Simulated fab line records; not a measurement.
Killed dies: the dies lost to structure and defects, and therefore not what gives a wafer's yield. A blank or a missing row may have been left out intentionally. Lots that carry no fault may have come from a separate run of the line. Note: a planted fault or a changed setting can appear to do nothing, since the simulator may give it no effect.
Which tool did it? :: flow gf180mcu :: 13 lots, 39 wafers sampled, at 5 steps of a route of 602

## WHAT THE GAUGES READ, wafer by wafer
GF_HV_LDD_CD_MEAS_19: target cd 400 nm.
lot: L452
measured: day 10 19:39
on: cdSem-01
cdNm (nm): 397.9 396.7 396.4

lot: L453
measured: day 11 03:32
on: cdSem-02
cdNm (nm): 402.1 401.5 402.5

lot: L454
measured: day 11 08:08
on: cdSem-02
cdNm (nm): 404.7 403.0 402.8

lot: L455
measured: day 11 16:50
on: cdSem-01
cdNm (nm): 398.7 400.0 401.1

lot: L456
measured: day 12 01:45
on: cdSem-01
cdNm (nm): 399.9 399.3 398.6

lot: L462
measured: day 14 00:24
on: cdSem-02
cdNm (nm): 401.4 401.4 397.8

lot: L463
measured: day 14 06:21
on: cdSem-01
cdNm (nm): 401.7 399.2 398.9

lot: L466
measured: day 15 02:37
on: cdSem-01
cdNm (nm): 398.9 399.6 400.5

lot: L467
measured: day 15 15:23
on: cdSem-02
cdNm (nm): 400.8 401.0 403.3

lot: L468
measured: day 15 22:56
on: cdSem-01
cdNm (nm): 400.4 402.1 399.7

lot: L470
measured: day 16 10:55
on: cdSem-02
cdNm (nm): 398.4 400.6 399.5

lot: L471
measured: day 16 23:24
on: cdSem-02
cdNm (nm): 399.0 401.8 399.3

lot: L475
measured: day 18 02:37
on: cdSem-01
cdNm (nm): 399.0 401.9 402.6

GF_PSD_OVL_MEAS_08.
lot: L452
measured: day 14 06:17
on: overlay-02
PSD_OVL (nm): 2.8 1.6 1.4

lot: L453
measured: day 14 16:22
on: overlay-01
PSD_OVL (nm): 1.7 0.5 1.6

lot: L454
measured: day 14 21:17
on: overlay-01
PSD_OVL (nm): -1.5 1.3 1.2

lot: L455
measured: day 15 07:05
on: overlay-02
PSD_OVL (nm): 2.7 2.2 0.3

lot: L456
measured: day 15 17:25
on: overlay-02
PSD_OVL (nm): 3.5 1.7 2.5

lot: L462
measured: day 17 22:58
on: overlay-01
PSD_OVL (nm): -92.9 -92.4 -92.5

lot: L463
measured: day 18 04:41
on: overlay-01
PSD_OVL (nm): -94.3 -94.2 -94.0

lot: L466
measured: day 19 05:26
on: overlay-01
PSD_OVL (nm): 0.9 1.4 0.0

lot: L467
measured: day 19 18:29
on: overlay-02
PSD_OVL (nm): -1.4 -1.4 -1.0

lot: L468
measured: day 20 04:02
on: overlay-02
PSD_OVL (nm): 1.8 3.2 1.9

lot: L470
measured: day 20 14:49
on: overlay-02
PSD_OVL (nm): -1.2 -1.4 0.8

lot: L471
measured: day 21 05:04
on: overlay-01
PSD_OVL (nm): -0.8 1.0 0.1

lot: L475
measured: day 22 07:10
on: overlay-02
PSD_OVL (nm): -0.8 -2.7 -1.1

## WHICH TOOL RAN EACH LOT (tool, then ch and the chambers of the sampled wafers, then the start)
lot: L452
GF_HV_LDD_ETCHBACK_58: rieDiel-01 ch 1,2,3, day 12 12:58
GF_NSD_STRIP_11: plasmaAsher-02 ch 0,1, day 13 09:31
GF_PSD_EXPOSE_04: ilineStepper-01 ch 0, day 13 19:37

lot: L453
GF_HV_LDD_ETCHBACK_58: rieDiel-01 ch 1,2,3, day 12 22:32
GF_NSD_STRIP_11: plasmaAsher-02 ch 1, day 13 19:10
GF_PSD_EXPOSE_04: ilineStepper-01 ch 0, day 14 06:02

lot: L454
GF_HV_LDD_ETCHBACK_58: rieDiel-01 ch 1,2,3, day 13 03:04
GF_NSD_STRIP_11: plasmaAsher-02 ch 0,1, day 14 00:24
GF_PSD_EXPOSE_04: ilineStepper-01 ch 0, day 14 10:18

lot: L455
GF_HV_LDD_ETCHBACK_58: rieDiel-04 ch 1,2,3, day 13 12:26
GF_NSD_STRIP_11: plasmaAsher-04 ch 0,1, day 14 09:24
GF_PSD_EXPOSE_04: ilineStepper-01 ch 0, day 14 20:08

lot: L456
GF_HV_LDD_ETCHBACK_58: rieDiel-03 ch 0,1,3, day 13 21:31
GF_NSD_STRIP_11: plasmaAsher-04 ch 0,1, day 14 18:53
GF_PSD_EXPOSE_04: ilineStepper-02 ch 0, day 15 06:09

lot: L462
GF_HV_LDD_ETCHBACK_58: rieDiel-03 ch 0,2, day 16 00:08
GF_NSD_STRIP_11: plasmaAsher-04 ch 0,1, day 16 23:37
GF_PSD_EXPOSE_04: ilineStepper-01 ch 0, day 17 11:14

lot: L463
GF_HV_LDD_ETCHBACK_58: rieDiel-03 ch 0,1,2, day 16 06:23
GF_NSD_STRIP_11: plasmaAsher-04 ch 0,1, day 17 05:31
GF_PSD_EXPOSE_04: ilineStepper-01 ch 0, day 17 17:28

lot: L466
GF_HV_LDD_ETCHBACK_58: rieDiel-03 ch 0,1, day 17 04:59
GF_NSD_STRIP_11: plasmaAsher-04 ch 0,1, day 18 04:52
GF_PSD_EXPOSE_04: ilineStepper-02 ch 0, day 18 17:23

lot: L467
GF_HV_LDD_ETCHBACK_58: rieDiel-04 ch 0,3, day 17 19:08
GF_NSD_STRIP_11: plasmaAsher-04 ch 0,1, day 18 18:43
GF_PSD_EXPOSE_04: ilineStepper-02 ch 0, day 19 06:17

lot: L468
GF_HV_LDD_ETCHBACK_58: rieDiel-01 ch 0,1, day 18 03:31
GF_NSD_STRIP_11: plasmaAsher-04 ch 0,1, day 19 03:55
GF_PSD_EXPOSE_04: ilineStepper-02 ch 0, day 19 16:05

lot: L470
GF_HV_LDD_ETCHBACK_58: rieDiel-04 ch 0,1,2, day 18 14:25
GF_NSD_STRIP_11: plasmaAsher-02 ch 1, day 19 14:28
GF_PSD_EXPOSE_04: ilineStepper-02 ch 0, day 20 02:43

lot: L471
GF_HV_LDD_ETCHBACK_58: rieDiel-04 ch 0,3, day 19 04:07
GF_NSD_STRIP_11: plasmaAsher-04 ch 0,1, day 20 05:16
GF_PSD_EXPOSE_04: ilineStepper-02 ch 0, day 20 17:04

lot: L475
GF_HV_LDD_ETCHBACK_58: rieDiel-04 ch 0,2,3, day 20 06:52
GF_NSD_STRIP_11: plasmaAsher-02 ch 0,1, day 21 07:23
GF_PSD_EXPOSE_04: ilineStepper-02 ch 0, day 21 19:11
- GF_HV_LDD_ETCHBACK_58: etches Si3N4 in CH3F/O2, stops on SiO2, time 100 s, target depth 90 nm.
- GF_NSD_STRIP_11: strips in O2/N2.
- GF_PSD_EXPOSE_04: exposes mask Pplus, target cd 400 nm.

## AS READ BY THE TOOLS THEMSELVES (means over the sampled wafers that have a number; for cases with no such wafer, the mark the record gives instead)
GF_HV_LDD_ETCHBACK_58.
lot: L452
tool: rieDiel-01
chamberPressureMTorr (mTorr): 25.026
drypumpMotorCurrentA (A): 5.3
oesProductAu (a.u.): 0.841
throttleValvePct (%): 10.557

lot: L453
tool: rieDiel-01
chamberPressureMTorr (mTorr): 25.006
drypumpMotorCurrentA (A): 5.3
oesProductAu (a.u.): 0.847
throttleValvePct (%): 10.559

lot: L454
tool: rieDiel-01
chamberPressureMTorr (mTorr): 24.983
drypumpMotorCurrentA (A): 5.3
oesProductAu (a.u.): 0.843
throttleValvePct (%): 10.563

lot: L455
tool: rieDiel-04
chamberPressureMTorr (mTorr): 25.001
drypumpMotorCurrentA (A): 6.1
oesProductAu (a.u.): 0.848
throttleValvePct (%): 10.563

lot: L456
tool: rieDiel-03
chamberPressureMTorr (mTorr): 24.983
drypumpMotorCurrentA (A): 5.4
oesProductAu (a.u.): 0.841
throttleValvePct (%): 10.576

lot: L462
tool: rieDiel-03
chamberPressureMTorr (mTorr): 25.000
drypumpMotorCurrentA (A): 5.1
oesProductAu (a.u.): 0.838
throttleValvePct (%): 10.565

lot: L463
tool: rieDiel-03
chamberPressureMTorr (mTorr): 25.020
drypumpMotorCurrentA (A): 5.3
oesProductAu (a.u.): 0.836
throttleValvePct (%): 10.566

lot: L466
tool: rieDiel-03
chamberPressureMTorr (mTorr): 25.007
drypumpMotorCurrentA (A): 5.4
oesProductAu (a.u.): 0.850
throttleValvePct (%): 10.565

lot: L467
tool: rieDiel-04
chamberPressureMTorr (mTorr): 25.020
drypumpMotorCurrentA (A): 5.5
oesProductAu (a.u.): 0.842
throttleValvePct (%): 10.556

lot: L468
tool: rieDiel-01
chamberPressureMTorr (mTorr): 25.011
drypumpMotorCurrentA (A): 5.5
oesProductAu (a.u.): 0.842
throttleValvePct (%): 10.568

lot: L470
tool: rieDiel-04
chamberPressureMTorr (mTorr): 25.012
drypumpMotorCurrentA (A): 5.7
oesProductAu (a.u.): 0.838
throttleValvePct (%): 10.563

lot: L471
tool: rieDiel-04
chamberPressureMTorr (mTorr): 24.992
drypumpMotorCurrentA (A): 5.9
oesProductAu (a.u.): 0.843
throttleValvePct (%): 10.566

lot: L475
tool: rieDiel-04
chamberPressureMTorr (mTorr): 24.988
drypumpMotorCurrentA (A): 5.9
oesProductAu (a.u.): 0.836
throttleValvePct (%): 10.561

GF_NSD_STRIP_11.
lot: L452
tool: plasmaAsher-02
chamberPressureMTorr (mTorr): 1499.7
drypumpMotorCurrentA (A): 6.0
heaterPowerW (W): 345
oesProductAu (a.u.): 0.491
stripTimeToEndpointS (s): 22.94

lot: L453
tool: plasmaAsher-02
chamberPressureMTorr (mTorr): 1500.9
drypumpMotorCurrentA (A): 6.2
heaterPowerW (W): 358
oesProductAu (a.u.): 0.484
stripTimeToEndpointS (s): 22.99

lot: L454
tool: plasmaAsher-02
chamberPressureMTorr (mTorr): 1499.4
drypumpMotorCurrentA (A): 5.8
heaterPowerW (W): 330
oesProductAu (a.u.): 0.487
stripTimeToEndpointS (s): 22.98

lot: L455
tool: plasmaAsher-04
chamberPressureMTorr (mTorr): 1499.9
drypumpMotorCurrentA (A): 5.4
heaterPowerW (W): 346
oesProductAu (a.u.): 0.489
stripTimeToEndpointS (s): 22.92

lot: L456
tool: plasmaAsher-04
chamberPressureMTorr (mTorr): 1500.4
drypumpMotorCurrentA (A): 6.1
heaterPowerW (W): 340
oesProductAu (a.u.): 0.489
stripTimeToEndpointS (s): 22.92

lot: L462
tool: plasmaAsher-04
chamberPressureMTorr (mTorr): 1499.0
drypumpMotorCurrentA (A): 6.1
heaterPowerW (W): 334
oesProductAu (a.u.): 0.486
stripTimeToEndpointS (s): 22.95

lot: L463
tool: plasmaAsher-04
chamberPressureMTorr (mTorr): 1500.6
drypumpMotorCurrentA (A): 5.4
heaterPowerW (W): 353
oesProductAu (a.u.): 0.486
stripTimeToEndpointS (s): 22.94

lot: L466
tool: plasmaAsher-04
chamberPressureMTorr (mTorr): 1499.3
drypumpMotorCurrentA (A): 5.4
heaterPowerW (W): 352
oesProductAu (a.u.): 0.488
stripTimeToEndpointS (s): 22.96

lot: L467
tool: plasmaAsher-04
chamberPressureMTorr (mTorr): 1499.5
drypumpMotorCurrentA (A): 6.0
heaterPowerW (W): 336
oesProductAu (a.u.): 0.487
stripTimeToEndpointS (s): 22.95

lot: L468
tool: plasmaAsher-04
chamberPressureMTorr (mTorr): 1499.8
drypumpMotorCurrentA (A): 6.0
heaterPowerW (W): 340
oesProductAu (a.u.): 0.486
stripTimeToEndpointS (s): 22.92

lot: L470
tool: plasmaAsher-02
chamberPressureMTorr (mTorr): 1501.7
drypumpMotorCurrentA (A): 6.2
heaterPowerW (W): 355
oesProductAu (a.u.): 0.484
stripTimeToEndpointS (s): 22.99

lot: L471
tool: plasmaAsher-04
chamberPressureMTorr (mTorr): 1500.0
drypumpMotorCurrentA (A): 5.4
heaterPowerW (W): 352
oesProductAu (a.u.): 0.486
stripTimeToEndpointS (s): 22.91

lot: L475
tool: plasmaAsher-02
chamberPressureMTorr (mTorr): 1500.5
drypumpMotorCurrentA (A): 6.0
heaterPowerW (W): 346
oesProductAu (a.u.): 0.492
stripTimeToEndpointS (s): 22.98

## THE ANSWER, worked out from the rows above alone
Rule: what is usual is taken from the lots themselves. The widest of any qualifying gaps counts: lots, ordered by their means at a reading, are off when they make up no more than a third of the lots, leave a main group of 4 or more, and stand apart from it by 3 or more times the standard deviation of that group's means. A main group is skipped when, at the precision printed for the reading in the tables above, its means are all equal. Also off: a lot with no number at a reading for which 4 or more lots have one. The other lots that the step has rows for count as sound. After the gauges, taken in route order, come the tools' own readings; for these a lot's mean is taken, as printed above. The first step at which some lot is off is used, and at that step the reading that is off furthest; a lot without a number counts as furthest.
Off: L462, L463, at GF_PSD_OVL_MEAS_08 (PSD_OVL). For the main group the mean is 0.7 nm and the standard deviation 1.3.
A tool fits if, at a process step before that reading, it ran every lot that is off, and no sound lot after the first of them. The gauges at GF_PSD_OVL_MEAS_08 are tried like those tools. One fits: GF_PSD_EXPOSE_04 on ilineStepper-01. A fault onset in the window from L455 (day 14 20:08, its last sound lot) to L462 (day 17 11:14, its first lot off) fits.

## WHAT THE SIMULATOR HAD PUT IN
Scanner matching overlay: ilineStepper-01, from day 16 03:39 on, at GF_PSD_EXPOSE_04. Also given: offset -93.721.
Lots struck among those shown: L462, L463. This agrees with what the rule above found.
